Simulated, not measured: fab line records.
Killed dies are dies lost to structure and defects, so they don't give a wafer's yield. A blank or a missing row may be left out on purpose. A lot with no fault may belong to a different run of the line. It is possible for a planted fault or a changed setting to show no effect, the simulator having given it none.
fab line records | flow sky130
record lots=10 wafers=30 last-day=50
route steps=708 shown LI_CONTACT@365 LOCAL_INTERCONNECT@387
lots that met no fault: from a run of the same line without faults
start-h: hours from the record's opening day to when the first of the lot's shown wafers began | wait-h: hours from the lot's prior step to this one | " as in the row above | L1.1+2: several wafers, shown together as one row | - either no value or no given start | * or withheld: withheld | < > ~ a bound
route shown NAME@n: names a module that has steps shown in the file, with the first one's number in the route | usual: mean/standard deviation of fault-free wafers | same: alike in all rows | chamber/n: place in a boat | sites: readings site by site | _std_site: their standard deviation | _edge_site: outer sites' mean less inner sites' | radius-mm: how far each site lies from the wafer's centre | mask NAME#n: copy n | behind: the tool/chamber that last shaped the wafer | hold: reason for holding the lot/hours on hold/outcome of the hold | device: names the non-switching transistor (n, p or np) | end of line: the route-end tests of the same wafers | where a step has no rows: the recipe by itself | killed: dies that structure and defects cost at the first sort, which is not the same as the wafer's yield | map: a wafer's dies, x killed, . not, _ none there
set.NAME: setting as actually run; set.NAME@STEP: the setting as run at that earlier step | model.NAME: the simulator's own value behind a step, which no gauge read
route steps across a sampled set of lots; one table per step, one row per wafer
services: the hour from which a tool's chamber was out of use, counted from the record's first day as start-h (under 0 if before that day), plus the number of hours and why
## steps
# step SKY_LI_CONTACT_BOW_MEAS_03
# recipe mode=bow
# usual LI_CONTACT_BOW=55/7.2
# columns lot.wafer tool chamber start-h wait-h LI_CONTACT_BOW[um]
L477.2 film-metro-02 - 645.89 0.2 60
L477.5 " - " " 70
L477.6 " - " " 56
L479.1 film-metro-02 - 688.15 0.1 57
L479.3 " - " " 54
L479.6 " - " " 46
L483.1 film-metro-03 - 692.91 0.1 63
L483.2 " - " " 49
L483.5 " - " " 50
L484.1 film-metro-02 - 700.10 0.2 67
L484.3 " - " " 69
L484.4 " - " " 63
L486.2 film-metro-03 - 719.72 0.3 63
L486.5 " - " " 66
L486.6 " - " " 50
L489.1 film-metro-01 - 746.12 0.1 57
L489.3 " - " " 55
L489.4 " - " " 52
L490.1 film-metro-03 - 779.69 0.1 56
L490.3 " - " " 53
L490.4 " - " " 53
L491.3 film-metro-02 - 781.54 0.2 60
L491.4 " - " " 47
L491.5 " - " " 58
L498.2 film-metro-02 - 811.78 0.2 60
L498.3 " - " " 62
L498.6 " - " " 59
L499.4 film-metro-01 - 817.86 0.2 55
L499.5 " - " " 61
L499.6 " - " " 55
# step SKY_LI_CONTACT_CMP_24
# recipe stop-on=PSG t-overpolish-s=20 down-force-psi=3.5 platen-rpm=60 target-thk-nm=0 pad-velocity-m-s=0.94248
# usual head-pressure-psi=3.500/0.0075 motor-current-A=11.0/1.3 overpolish-run-s=19.999/0.009 retaining-ring-pressure-frac=0.999/0.005 time-to-endpoint-s=96/3.4
# columns lot.wafer tool chamber start-h wait-h head-pressure-psi motor-current-A overpolish-run-s retaining-ring-pressure-frac time-to-endpoint-s
L477.2 cmp-01 0 675.29 0.1 3.515 13.0 19.995 1.002 93
L477.6 " 2 " " 3.503 11.6 19.995 1.000 94
L477.5 " 3 " " 3.498 12.1 20.010 1.003 97
L479.3 cmp-02 3 717.11 0.1 3.501 10.5 19.998 0.995 97
L479.1 " 1 " " 3.493 8.4 20.013 0.999 94
L479.6 " 2 " " 3.513 11.4 20.022 1.004 93
L483.2 cmp-01 0 721.81 0.1 3.500 12.9 20.004 0.999 94
L483.1 " 2 " " 3.503 12.3 20.000 1.003 98
L483.5 " 3 " " 3.503 11.7 20.014 1.005 98
L484.4 cmp-01 2 728.42 0.0 3.510 12.1 19.997 0.997 95
L484.1 " 3 " " 3.503 11.8 20.007 0.996 98
L484.3 " 0 " " 3.496 13.1 19.993 1.007 95
L486.2 cmp-02 0 748.71 0.1 3.492 11.0 19.985 1.008 95
L486.6 " 3 " " 3.507 9.8 19.990 0.996 97
L486.5 " 0 " " 3.495 11.0 19.997 1.000 94
L489.4 cmp-02 0 774.26 0.0 3.508 10.7 20.011 0.998 104
L489.1 " 2 " " 3.506 10.8 19.986 0.994 97
L489.3 " 3 " " 3.503 10.0 19.999 1.003 101
L490.4 cmp-01 1 808.48 0.0 3.506 11.9 19.994 0.994 93
L490.1 " 2 " " 3.482 12.1 20.015 1.002 90
L490.3 " 0 " " 3.493 13.1 20.009 1.008 93
L491.3 cmp-01 1 809.85 0.0 3.511 11.6 20.005 1.005 92
L491.4 " 3 " " 3.495 11.7 19.998 0.998 97
L491.5 " 2 " " 3.499 12.3 19.986 1.000 92
L498.3 cmp-01 0 840.01 0.0 3.502 12.9 19.984 0.995 100
L498.2 " 1 " " 3.486 11.2 19.988 0.998 97
L498.6 " 1 " " 3.496 11.7 20.005 0.995 97
L499.4 cmp-01 3 844.79 0.1 3.495 11.0 20.002 1.005 100
L499.5 " 1 " " 3.508 11.8 20.008 0.996 97
L499.6 " 2 " " 3.505 11.9 19.993 0.996 100
# step SKY_LOCAL_INTERCONNECT_SPUTTER_00
# recipe material=TiN target-thk-nm=100 temp-c=300 power-w=6500 time-s=83.3 chamber-pressure-pa=0.4
# usual susceptor-temp-C=299.99/0.18 throttle-valve-pct=30.2/0.94
# columns lot.wafer tool chamber start-h wait-h susceptor-temp-C throttle-valve-pct
L477.2 pvd-sputter-02 - 675.49 0.1 300.22 30.5
L477.5 " - " " 299.86 30.9
L477.6 " - " " 300.22 31.7
L479.1 pvd-sputter-04 - 717.36 0.1 299.83 29.3
L479.3 " - " " 299.81 30.1
L479.6 " - " " 299.96 29.2
L483.1 pvd-sputter-02 - 722.06 0.1 299.99 31.5
L483.2 " - " " 299.77 31.4
L483.5 " - " " 299.97 31.1
L484.1 pvd-sputter-02 - 728.72 0.2 299.76 31.2
L484.3 " - " " 300.12 29.6
L484.4 " - " " 299.88 30.8
L486.2 pvd-sputter-02 - 748.96 0.2 299.91 31.2
L486.5 " - " " 299.64 31.0
L486.6 " - " " 299.97 31.6
L489.1 pvd-sputter-02 - 774.56 0.1 299.84 29.4
L489.3 " - " " 300.01 31.3
L489.4 " - " " 299.93 31.9
L490.1 pvd-sputter-02 - 808.78 0.2 299.86 30.7
L490.3 " - " " 299.84 29.4
L490.4 " - " " 300.09 30.9
L491.3 pvd-sputter-04 - 810.15 0.2 299.83 30.4
L491.4 " - " " 299.83 29.9
L491.5 " - " " 299.90 29.2
L498.2 pvd-sputter-01 - 840.31 0.2 299.86 28.5
L498.3 " - " " 299.91 31.2
L498.6 " - " " 299.93 28.6
L499.4 pvd-sputter-01 - 844.99 0.1 300.05 30.1
L499.5 " - " " 300.20 29.8
L499.6 " - " " 299.79 29.0
# step SKY_LOCAL_INTERCONNECT_RS_MEAS_01
# recipe thk-meas-gauge=four-point-probe reads=TiN_of_LOCAL_INTERCONNECT_SPUTTER_00
# usual LOCAL_INTERCONNECT_TIN_RS=14.22/0.12
# columns lot.wafer tool chamber start-h wait-h LOCAL_INTERCONNECT_TIN_RS[ohm/sq]
L477.2 film-metro-03 - 675.57 0.1 14.20
L477.5 " - " " 14.38
L477.6 " - " " 14.22
L479.1 film-metro-04 - 717.43 0.0 14.09
L479.3 " - " " 14.15
L479.6 " - " " 14.12
L483.1 film-metro-02 - 722.13 0.0 14.27
L483.2 " - " " 14.32
L483.5 " - " " 14.27
L484.1 film-metro-03 - 728.78 0.0 14.45
L484.3 " - " " 14.18
L484.4 " - " " 14.27
L486.2 film-metro-03 - 749.04 0.1 14.26
L486.5 " - " " 14.41
L486.6 " - " " 14.37
L489.1 film-metro-03 - 774.63 0.0 14.08
L489.3 " - " " 12.89
L489.4 " - " " 14.14
L490.1 film-metro-04 - 808.84 0.0 14.33
L490.3 " - " " 14.33
L490.4 " - " " 13.10
L491.3 film-metro-04 - 810.25 0.1 14.18
L491.4 " - " " 14.34
L491.5 " - " " 14.24
L498.2 film-metro-03 - 840.40 0.1 14.06
L498.3 " - " " 14.18
L498.6 " - " " 14.30
L499.4 film-metro-04 - 845.11 0.1 14.49
L499.5 " - " " 14.45
L499.6 " - " " 14.38
# step SKY_LOCAL_INTERCONNECT_THK_MEAS_02
# recipe thk-meas-gauge=xrf reads=TiN_of_LOCAL_INTERCONNECT_SPUTTER_00
# usual LOCAL_INTERCONNECT_TIN_THK=98.9/0.84
# columns lot.wafer tool chamber start-h wait-h LOCAL_INTERCONNECT_TIN_THK[nm]
L477.2 film-metro-03 - 675.68 0.1 98.0
L477.5 " - " " 96.5
L477.6 " - " " 98.4
L479.1 film-metro-04 - 717.55 0.1 100.1
L479.3 " - " " 99.8
L479.6 " - " " 99.1
L483.1 film-metro-02 - 722.25 0.1 98.0
L483.2 " - " " 97.6
L483.5 " - " " 97.7
L484.1 film-metro-03 - 728.90 0.1 97.5
L484.3 " - " " 99.1
L484.4 " - " " 98.9
L486.2 film-metro-03 - 749.15 0.1 99.0
L486.5 " - " " 97.3
L486.6 " - " " 97.5
L489.1 film-metro-03 - 774.75 0.1 99.3
L489.3 " - " " 108.7
L489.4 " - " " 98.9
L490.1 film-metro-04 - 808.96 0.1 98.9
L490.3 " - " " 98.7
L490.4 " - " " 107.5
L491.3 film-metro-04 - 810.35 0.1 99.4
L491.4 " - " " 99.0
L491.5 " - " " 99.0
L498.2 film-metro-03 - 840.51 0.1 99.7
L498.3 " - " " 99.3
L498.6 " - " " 97.6
L499.4 film-metro-04 - 845.20 0.1 97.3
L499.5 " - " " 97.4
L499.6 " - " " 98.5
# step SKY_LOCAL_INTERCONNECT_ETCH_13
# recipe chemistry=N2/H2 target=BARC ion-energy-ev=200 bias-w=100 pressure-mtorr=30 n2-flow-sccm=100 h2-flow-sccm=200 icp-w=500 stop-on=SiO2 time-s=45.9 target-depth-a=600
# usual drypump-motor-current-A=5.5/0.51 oes-product-au=0.853/0.0048 throttle-valve-pct=13.225/0.009
# same time-s=45.9
# columns lot.wafer tool chamber start-h wait-h drypump-motor-current-A oes-product-au rf-hours-counter-h throttle-valve-pct
L477.2 rie-metal-01 0 703.92 0.0 5.1 0.838 12 13.220
L477.5 " 0 " " 5.1 0.854 - 13.231
L477.6 " 1 " " 6.2 0.848 - 13.241
L479.1 rie-metal-03 0 744.82 0.0 6.2 0.861 0 13.211
L479.3 " 1 " " 5.5 0.853 - 13.227
L479.6 " 0 " " 6.2 0.854 - 13.228
L483.1 rie-metal-04 0 751.11 0.0 5.1 0.849 6 13.222
L483.2 " 1 " " 5.0 0.860 4 13.217
L483.5 " 1 " " 5.0 0.849 - 13.224
L484.1 rie-metal-03 1 756.57 0.0 5.5 0.854 5 13.223
L484.3 " 0 " " 6.1 0.852 - 13.233
L484.4 " 1 " " 5.5 0.847 - 13.226
L486.2 rie-metal-04 0 776.46 0.0 5.2 0.850 6 13.234
L486.5 " 0 " " 5.1 0.853 - 13.220
L486.6 " 1 " " 5.0 0.855 - 13.227
L489.1 rie-metal-01 0 802.16 0.0 5.1 0.860 16 13.222
L489.3 " 0 " " 5.1 0.857 - 13.228
L489.4 " 1 " " 6.2 0.859 - 13.227
L490.1 rie-metal-04 0 835.52 0.0 5.2 0.848 9 13.237
L490.3 " 1 " " 5.0 0.857 - 13.230
L490.4 " 0 " " 5.2 0.850 - 13.228
L491.3 rie-metal-03 1 835.89 0.0 5.5 0.860 - 13.225
L491.4 " 0 " " 6.1 0.858 - 13.221
L491.5 " 1 " " 5.5 0.854 - 13.212
L498.2 rie-metal-01 1 866.72 0.0 6.2 0.856 7 13.219
L498.3 " 1 " " 6.2 0.853 - 13.219
L498.6 " 1 " " 6.2 0.857 - 13.222
L499.4 rie-metal-03 0 870.99 0.1 6.1 0.853 - 13.217
L499.5 " 0 " " 6.1 0.841 - 13.217
L499.6 " 0 " " 6.1 0.854 - 13.227
# step SKY_LOCAL_INTERCONNECT_METAL_ETCH_14
# recipe target-depth-nm=110 stop-on=PSG chemistry=Cl2/BCl3 target=TiN resist-sidewall-deg=88 pressure-mtorr=10 icp-w=900 bias-w=48.5 Cl2_flow_sccm=60 bcl3-flow-sccm=30 time-s=31.4
# usual drypump-motor-current-A=5.5/0.51 oes-product-au=0.938/0.0067 throttle-valve-pct=21.903/0.009
# same time-s=31.4
# columns lot.wafer tool chamber start-h wait-h drypump-motor-current-A oes-product-au rf-hours-counter-h throttle-valve-pct
L477.2 rie-metal-01 0 703.98 0.0 5.1 0.937 12 21.880
L477.5 " 0 " " 5.1 0.935 - 21.914
L477.6 " 1 " " 6.2 0.934 - 21.903
L479.1 rie-metal-03 0 744.89 0.0 6.2 0.947 0 21.909
L479.3 " 1 " " 5.5 0.940 - 21.904
L479.6 " 0 " " 6.1 0.935 - 21.896
L483.1 rie-metal-04 0 751.17 0.0 5.1 0.933 6 21.907
L483.2 " 1 " " 5.0 0.935 4 21.912
L483.5 " 1 " " 5.0 0.937 - 21.908
L484.1 rie-metal-03 1 756.64 0.0 5.5 0.929 5 21.908
L484.3 " 0 " " 6.2 0.950 - 21.893
L484.4 " 1 " " 5.5 0.925 - 21.917
L486.2 rie-metal-04 0 776.52 0.0 5.1 0.934 6 21.897
L486.5 " 0 " " 5.1 0.927 - 21.898
L486.6 " 1 " " 4.9 0.926 - 21.909
L489.1 rie-metal-01 0 802.22 0.0 5.1 0.939 16 21.887
L489.3 " 0 " " 5.1 0.987 - 21.870
L489.4 " 1 " " 6.2 0.941 - 21.897
L490.1 rie-metal-04 0 835.58 0.0 5.2 0.935 9 21.910
L490.3 " 1 " " 4.9 0.938 - 21.901
L490.4 " 0 " " 5.1 0.976 - 21.871
L491.3 rie-metal-03 1 835.95 0.0 5.5 0.934 - 21.896
L491.4 " 0 " " 6.2 0.937 - 21.912
L491.5 " 1 " " 5.5 0.947 - 21.898
L498.2 rie-metal-01 1 866.79 0.0 6.2 0.941 7 21.904
L498.3 " 1 " " 6.2 0.939 - 21.903
L498.6 " 1 " " 6.2 0.934 - 21.917
L499.4 rie-metal-03 0 871.10 0.1 6.1 0.928 - 21.908
L499.5 " 0 " " 6.1 0.924 - 21.901
L499.6 " 0 " " 6.1 0.926 - 21.916
## services
# columns tool chamber start-h hours kind
cmp-01 - 653.76 0.9 repair
cmp-01 - 661.36 1.1 repair
cmp-02 - 662.78 0.5 repair
rie-metal-04 - 667.75 1.2 repair
pvd-sputter-02 - 698.87 1.2 repair
pvd-sputter-02 - 701.53 0.5 repair
pvd-sputter-02 - 720.74 1.2 repair
cmp-02 - 725.42 5.1 repair
cmp-02 - 734.24 1.9 repair
rie-metal-04 1 735.94 2.8 repair
cmp-02 - 741.98 1.1 repair
rie-metal-04 - 754.63 1.4 pm
cmp-01 - 756.99 2.0 repair
rie-metal-03 - 777.88 1.4 pm
pvd-sputter-02 - 781.98 1.3 repair
rie-metal-03 - 783.93 2.8 pm
cmp-01 - 784.01 0.5 repair
rie-metal-01 - 794.38 2.8 pm
rie-metal-04 0 812.80 5.4 repair
cmp-01 - 813.77 5.3 pm
rie-metal-03 1 816.78 10.1 repair
rie-metal-01 1 839.60 2.5 repair
cmp-01 - 853.94 19.0 repair
rie-metal-03 1 869.24 9.3 repair
## key
first-sign step=SKY_LOCAL_INTERCONNECT_RS_MEAS_01 reading=LOCAL_INTERCONNECT_TIN_RS direction=down sigmas=10 usual=14.22 struck=12.99
effect step=SKY_LOCAL_INTERCONNECT_THK_MEAS_02 reading=LOCAL_INTERCONNECT_TIN_THK direction=up sigmas=11 usual=98.9 struck=108.1
effect step=SKY_LOCAL_INTERCONNECT_METAL_ETCH_14 reading=oes-product-au direction=up sigmas=6.5 usual=0.938 struck=0.982
met-at SKY_LOCAL_INTERCONNECT_SPUTTER_00
struck-lots L489,L490
struck-wafers L489.3,L490.4
tester-left-out L489,L490
not-acting-at SKY_LI_CONTACT_BOW_MEAS_03,SKY_LI_CONTACT_CMP_24,SKY_LOCAL_INTERCONNECT_ETCH_13
onset-between 748.96 774.56
fault kind=process-parameter-drift tool=pvd-sputter-02 chamber=- onset-h=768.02 steps=SKY_LOCAL_INTERCONNECT_SPUTTER_00 channel=time-s offset=* shape=step end-h=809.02 acts-in=* stated=* scope=struck-wafers-only
# tester-left-out: of these lots the tester's yield and bins aren't shown, on N5 and GAA mostly nor the transistor test; their killed dies are dies lost to structure and defects alone, not to doping, threshold or leakage, so they don't give the yield
